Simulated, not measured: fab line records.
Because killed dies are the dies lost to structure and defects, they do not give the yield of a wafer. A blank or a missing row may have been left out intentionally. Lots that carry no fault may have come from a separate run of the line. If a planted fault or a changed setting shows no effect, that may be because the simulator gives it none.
Which tool was responsible? || flow gf180mcu || 7 lots, 21 wafers sampled, at 3 steps of a route of 602

WHAT THE GAUGES SHOWED, per wafer
GF_M2_CD_MEAS_14: target cd 280 nm.
{"lot": "L355", "measured": "day 19 13:15", "on": "cd_sem-01", "cd_nm (nm)": "280.2 281.1 281.9"}
{"lot": "L358", "measured": "day 20 18:59", "on": "cd_sem-01", "cd_nm (nm)": "280.7 281.0 280.8"}
{"lot": "L361", "measured": "day 22 03:31", "on": "cd_sem-01", "cd_nm (nm)": "280.6 281.2 280.1"}
{"lot": "L363", "measured": "day 22 10:56", "on": "cd_sem-01", "cd_nm (nm)": "278.2 277.9 277.9"}
{"lot": "L365", "measured": "day 23 10:17", "on": "cd_sem-01", "cd_nm (nm)": "282.3 281.9 280.3"}
{"lot": "L373", "measured": "day 25 21:52", "on": "cd_sem-01", "cd_nm (nm)": "265.8 243.9 274.6"}
{"lot": "L377", "measured": "day 27 03:53", "on": "cd_sem-02", "cd_nm (nm)": "282.5 282.8 283.2"}

WHAT TOOL EACH LOT RAN ON (gives the tool, then ch and the chambers of the sampled wafers, and finally the start)
{"lot": "L355", "GF_V1_SPUTTER_21": "pvd_sputter-03, day 18 11:42", "GF_M2_EXPOSE_11": "krf_scanner-02 ch 0, day 19 01:13"}
{"lot": "L358", "GF_V1_SPUTTER_21": "pvd_sputter-03, day 19 18:25", "GF_M2_EXPOSE_11": "krf_scanner-02 ch 0, day 20 07:16"}
{"lot": "L361", "GF_V1_SPUTTER_21": "pvd_sputter-02, day 21 02:32", "GF_M2_EXPOSE_11": "krf_scanner-02 ch 0, day 21 15:30"}
{"lot": "L363", "GF_V1_SPUTTER_21": "pvd_sputter-03, day 21 10:49", "GF_M2_EXPOSE_11": "krf_scanner-02 ch 0, day 21 23:35"}
{"lot": "L365", "GF_V1_SPUTTER_21": "pvd_sputter-03, day 22 09:35", "GF_M2_EXPOSE_11": "krf_scanner-02 ch 0, day 22 22:43"}
{"lot": "L373", "GF_V1_SPUTTER_21": "pvd_sputter-03, day 24 23:24", "GF_M2_EXPOSE_11": "krf_scanner-02 ch 0, day 25 11:06"}
{"lot": "L377", "GF_V1_SPUTTER_21": "pvd_sputter-03, day 26 06:43", "GF_M2_EXPOSE_11": "krf_scanner-01 ch 0, day 26 18:00"}
- GF_V1_SPUTTER_21: material Ti, target thk 15 nm, time 80.02 s.
- GF_M2_EXPOSE_11: exposes mask Metal2, target cd 280 nm.

THE ANSWER, worked out from the rows above alone
Rule: the usual values come from the lots themselves. Put in order of their means at a reading, lots are off if they are a third of the lots or fewer, leave a main group of 4 or more, and stand apart from it by a gap of 3 or more times the standard deviation of the main group's means; of several such gaps the widest counts. If all means in a main group match to the digits the tables above print for the reading, that group is not used. A lot without any number at a reading at which 4 lots or more have one is off too. Any other lot the step has rows for is counted as sound.
Off: L373 (GF_M2_CD_MEAS_14, cd_nm). The main group: mean 280.8 nm, standard deviation 1.4.
A tool fits if, at a process step before that reading, it ran every lot that is off, and no sound lot after the first of them. Those tools and the gauges at GF_M2_CD_MEAS_14 are tried in the same way. Can't be told from this: 2 tools fit, krf_scanner-02 at GF_M2_EXPOSE_11, cd_sem-01 at GF_M2_CD_MEAS_14.

WHAT THE SIMULATOR HAD INSERTED
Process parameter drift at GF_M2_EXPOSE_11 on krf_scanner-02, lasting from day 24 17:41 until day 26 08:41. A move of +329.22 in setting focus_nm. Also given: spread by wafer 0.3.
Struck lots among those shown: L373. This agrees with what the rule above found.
